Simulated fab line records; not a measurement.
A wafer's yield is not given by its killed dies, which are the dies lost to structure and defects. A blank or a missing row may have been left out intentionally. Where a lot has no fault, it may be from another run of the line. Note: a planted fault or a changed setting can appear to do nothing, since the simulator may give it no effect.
Check of tool commonality :: flow sky130 :: 13 lots and 39 wafers in the sample

## REASON FOR OPENING
SKY_VT_ADJUST_LVTN_TW_MEAS_21, reading VT_ADJUST_LVTN_2_TW: flagged on 2 of 13 lots. Wafers without a fault read 189.1, standard deviation 1.1.
Rule: flag the lot when none of its wafers has a number, or when each of its wafers that has one lies beyond 4 standard deviations from that mean. As for the other lots, they are considered sound.

lot: L422
measured: day 7 12:43
on: film-metro-03
VT_ADJUST_LVTN_2_TW, wafer by wafer: 187.0 188.3 188.3
flag: 

lot: L423
measured: day 8 00:33
on: film-metro-01
VT_ADJUST_LVTN_2_TW, wafer by wafer: 189.4 189.2 189.5
flag: 

lot: L424
measured: day 8 06:32
on: film-metro-03
VT_ADJUST_LVTN_2_TW, wafer by wafer: 190.1 188.6 190.4
flag: 

lot: L425
measured: day 8 08:06
on: film-metro-01
VT_ADJUST_LVTN_2_TW, wafer by wafer: 189.7 188.5 189.9
flag: 

lot: L428
measured: day 9 11:48
on: film-metro-04
VT_ADJUST_LVTN_2_TW, wafer by wafer: 189.3 188.8 188.2
flag: 

lot: L432
measured: day 10 10:48
on: film-metro-03
VT_ADJUST_LVTN_2_TW, wafer by wafer: 188.1 187.9 188.5
flag: 

lot: L433
measured: day 10 19:18
on: film-metro-01
VT_ADJUST_LVTN_2_TW, wafer by wafer: 201.9 203.2 203.1
flag: FLAGGED

lot: L434
measured: day 10 21:06
on: film-metro-04
VT_ADJUST_LVTN_2_TW, wafer by wafer: 190.0 189.9 191.7
flag: 

lot: L435
measured: day 11 06:52
on: film-metro-01
VT_ADJUST_LVTN_2_TW, wafer by wafer: 200.4 202.2 201.2
flag: FLAGGED

lot: L436
measured: day 11 21:00
on: film-metro-03
VT_ADJUST_LVTN_2_TW, wafer by wafer: 188.4 187.9 188.1
flag: 

lot: L442
measured: day 13 10:53
on: film-metro-04
VT_ADJUST_LVTN_2_TW, wafer by wafer: 189.1 189.6 189.9
flag: 

lot: L444
measured: day 13 18:08
on: film-metro-03
VT_ADJUST_LVTN_2_TW, wafer by wafer: 187.7 185.9 186.8
flag: 

lot: L445
measured: day 14 03:36
on: film-metro-01
VT_ADJUST_LVTN_2_TW, wafer by wafer: 187.3 188.3 186.5
flag: 
Average over the flagged lots: 202.0; offset from the usual +12.9, equal to +12 standard deviations.

## LOT BY LOT: THE TOOL USED
The record holds 1 process step before the reading, out of a route of 708 steps. In each cell: the tool, then ch and the chambers that the sampled wafers went through, then the start.
lot: L422
flag: 
SKY_VT_ADJUST_LVTN_IMPLANT_19: implanter-01 ch 0, day 7 12:28

lot: L423
flag: 
SKY_VT_ADJUST_LVTN_IMPLANT_19: implanter-02 ch 0, day 8 00:18

lot: L424
flag: 
SKY_VT_ADJUST_LVTN_IMPLANT_19: implanter-02 ch 0, day 8 06:17

lot: L425
flag: 
SKY_VT_ADJUST_LVTN_IMPLANT_19: implanter-01 ch 0, day 8 07:51

lot: L428
flag: 
SKY_VT_ADJUST_LVTN_IMPLANT_19: implanter-01 ch 0, day 9 11:33

lot: L432
flag: 
SKY_VT_ADJUST_LVTN_IMPLANT_19: implanter-04 ch 0, day 10 10:33

lot: L433
flag: FLAGGED
SKY_VT_ADJUST_LVTN_IMPLANT_19: implanter-01 ch 0, day 10 19:03

lot: L434
flag: 
SKY_VT_ADJUST_LVTN_IMPLANT_19: implanter-02 ch 0, day 10 20:53

lot: L435
flag: FLAGGED
SKY_VT_ADJUST_LVTN_IMPLANT_19: implanter-01 ch 0, day 11 06:37

lot: L436
flag: 
SKY_VT_ADJUST_LVTN_IMPLANT_19: implanter-04 ch 0, day 11 20:46

lot: L442
flag: 
SKY_VT_ADJUST_LVTN_IMPLANT_19: implanter-01 ch 0, day 13 10:38

lot: L444
flag: 
SKY_VT_ADJUST_LVTN_IMPLANT_19: implanter-02 ch 0, day 13 17:54

lot: L445
flag: 
SKY_VT_ADJUST_LVTN_IMPLANT_19: implanter-01 ch 0, day 14 03:22
What is done by these steps:
- SKY_VT_ADJUST_LVTN_IMPLANT_19
- SKY_VT_ADJUST_LVTN_TW_MEAS_21

## FLAGGED OVER TOTAL, TOOL BY TOOL (the gauges that took the reading come last)
step: SKY_VT_ADJUST_LVTN_IMPLANT_19
tool: implanter-01
lots run: 7
flagged: 2
share of the flagged lots: all
sound lots run after its first flagged lot: 2 (L442,L445)

step: SKY_VT_ADJUST_LVTN_IMPLANT_19
tool: implanter-02
lots run: 4
flagged: 0
share of the flagged lots: none
sound lots run after its first flagged lot: -

step: SKY_VT_ADJUST_LVTN_IMPLANT_19
tool: implanter-04
lots run: 2
flagged: 0
share of the flagged lots: none
sound lots run after its first flagged lot: -

step: SKY_VT_ADJUST_LVTN_TW_MEAS_21
tool: film-metro-01
lots run: 5
flagged: 2
share of the flagged lots: all
sound lots run after its first flagged lot: 1 (L445)

step: SKY_VT_ADJUST_LVTN_TW_MEAS_21
tool: film-metro-03
lots run: 5
flagged: 0
share of the flagged lots: none
sound lots run after its first flagged lot: -

step: SKY_VT_ADJUST_LVTN_TW_MEAS_21
tool: film-metro-04
lots run: 3
flagged: 0
share of the flagged lots: none
sound lots run after its first flagged lot: -

## WHAT THE TABLE PERMITS
Rows of the table that ran all the flagged lots, 2 in number: implanter-01 at SKY_VT_ADJUST_LVTN_IMPLANT_19; film-metro-01 at SKY_VT_ADJUST_LVTN_TW_MEAS_21.
- implanter-01 at SKY_VT_ADJUST_LVTN_IMPLANT_19 ran 7 lots, 2 of them flagged. Sound lots followed the first flagged one (L442, L445) on it, something a lasting fault affecting the whole tool could not allow. Its own readings lie more than 4 standard deviations out on every wafer of the flagged lots: beam-on-s, faraday-current-uA.
- film-metro-01 at SKY_VT_ADJUST_LVTN_TW_MEAS_21 ran 5 lots, 2 of them flagged. Sound lots followed the first flagged one (L445) on it, something a lasting fault affecting the whole tool could not allow.
None of the table's rows ran every flagged lot and, after the first, no sound lot.

## WHAT THE SIMULATOR PUT IN
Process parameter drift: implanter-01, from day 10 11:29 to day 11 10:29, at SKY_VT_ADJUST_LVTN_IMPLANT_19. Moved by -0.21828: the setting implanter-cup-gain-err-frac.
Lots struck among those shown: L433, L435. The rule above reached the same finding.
